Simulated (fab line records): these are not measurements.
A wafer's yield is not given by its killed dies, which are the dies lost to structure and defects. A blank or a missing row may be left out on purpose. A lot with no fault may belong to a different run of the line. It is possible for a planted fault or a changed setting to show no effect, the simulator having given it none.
Matching of chambers :: flow gf180mcu :: GF_V1_CMP_04 on cmp-01 has 4 sister chambers
The step polishes SiO2. 4 wafers are shown with their chamber, then 7 later ones without.

EACH WAFER AND ITS CHAMBER
wafer: L219.3
chamber: 0
motor-current-A (A): 12.0

wafer: L221.2
chamber: 2
motor-current-A (A): 12.8

wafer: L222.1
chamber: 1
motor-current-A (A): 13.4

wafer: L222.2
chamber: 3
motor-current-A (A): 12.7

WAFERS WITH NO CHAMBER GIVEN
wafer: L222.4
motor-current-A (A): 11.9

wafer: L226.2
motor-current-A (A): 11.2

wafer: L226.4
motor-current-A (A): 13.0

wafer: L226.5
motor-current-A (A): 12.9

wafer: L230.1
motor-current-A (A): 12.2

wafer: L230.2
motor-current-A (A): 13.3

wafer: L230.3
motor-current-A (A): 11.5

CHAMBER TAKEN BY EACH
wafer: L222.4
from the rows above: can't be placed: 0 or 3
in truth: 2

wafer: L226.2
from the rows above: can't be placed: 0 or 3
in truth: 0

wafer: L226.4
from the rows above: can't be placed: 2 or 3 or 1
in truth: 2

wafer: L226.5
from the rows above: can't be placed: 2 or 3 or 1
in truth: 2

wafer: L230.1
from the rows above: can't be placed: 0 or 3 or 2
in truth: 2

wafer: L230.2
from the rows above: can't be placed: 1 or 2 or 3
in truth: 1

wafer: L230.3
from the rows above: can't be placed: 0 or 3
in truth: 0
Correct placement for 0 of the 7. These rows do not allow placing 7 (true chamber among the candidates in 6). Placed wrongly: 0.
How it was worked out, from the rows above alone: a wafer's distance from a chamber is the root of the sum, over the readings, of the square of ((its reading less the chamber's mean) divided by the reading's scatter). The wafer belongs to the nearest chamber; if the next one is less than 2 further off, it can't be placed. Each chamber's mean is taken over the wafers shown for it. The scatter: with one shown wafer a chamber, the root of the mean of the squares of how far each hidden wafer lies from its nearest shown one.
